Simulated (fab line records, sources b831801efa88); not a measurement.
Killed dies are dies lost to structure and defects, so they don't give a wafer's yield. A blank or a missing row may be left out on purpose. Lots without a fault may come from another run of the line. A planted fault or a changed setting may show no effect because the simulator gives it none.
One fault seen from 2 desks | flow sky130 | each desk has only its own numbers; what lay behind them comes last

THE METROLOGY DESK
What the gauges read, lot by lot, whatever tool the lot ran on: means of the sampled wafers that have a number. A lot is out of limits, marked OUT, if its mean lies more than 4 standard deviations from the usual mean; the brackets give that distance.
Columns: A = cd_nm at SKY_FIELD_ISO_CD_MEAS_13, usual 150.1 nm
lot  | first seen here | A
L674 | day 2 16:07     | 149.0
L676 | day 3 01:46     | 150.3
L679 | day 3 19:02     | 153.5
L681 | day 4 04:09     | 152.3
L682 | day 4 09:37     | 152.5
L690 | day 6 03:04     | 149.6
L692 | day 6 12:08     | 148.2
This desk's finding: nothing out of limits on any of the 7 lots.

THE TOOL OWNER'S DESK: rie_si-01
The tool's own readings at SKY_FIELD_ISO_ETCH_17 (etches Si in HBr/Cl2/O2, target depth 342 nm, time 97.7 s): means of the sampled wafers that have a number, for each lot that ran on this tool. A lot is out of limits, marked OUT, if its mean lies more than 4 standard deviations from the usual mean; the brackets give that distance.
Columns: A = drypump_motor_current_A at SKY_FIELD_ISO_ETCH_17, usual 5.7 A; B = mfc_cl2_sccm at SKY_FIELD_ISO_ETCH_17, usual 40.01 sccm; C = oes_product_au at SKY_FIELD_ISO_ETCH_17, usual 1.005 a.u.; D = run_length_s at SKY_FIELD_ISO_ETCH_17, usual 126.1 s; E = throttle_valve_pct at SKY_FIELD_ISO_ETCH_17, usual 25.653 %
lot  | first seen here | A   | B     | C     | D                | E
L676 | day 3 02:05     | 5.6 | 39.90 | 1.020 | 125.8            | 25.647
L679 | day 3 19:20     | 6.0 | 40.00 | 1.003 | 117.6 (-16) OUT  | 25.655
L681 | day 4 04:26     | 5.6 | 40.07 | 1.012 | 121.4 (-8.9) OUT | 25.646
L682 | day 4 09:56     | 5.6 | 39.91 | 1.008 | 121.7 (-8.4) OUT | 25.653
This desk's finding: out of limits on L679, L681, L682; first on L679, day 3 19:20 (run_length_s at SKY_FIELD_ISO_ETCH_17). In limits: L676.

PUT TOGETHER
The tool owner's desk could have raised an alarm at day 3 19:20, on L679, L681, L682.
The metrology desk saw nothing out of limits.
The metrology desk has L679, L681, L682 on record, within its limits.
Of the lots named, all ran SKY_FIELD_ISO_ETCH_17 on rie_si-01.

WHAT THE SIMULATOR HAD PUT IN
Process parameter drift: rie_si-01, from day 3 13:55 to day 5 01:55, at SKY_FIELD_ISO_ETCH_17. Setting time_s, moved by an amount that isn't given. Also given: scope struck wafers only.
Lots struck among those shown: L679, L681, L682.
Hours from the fault's start to each desk's first reading out of limits: the tool owner's desk, 5.
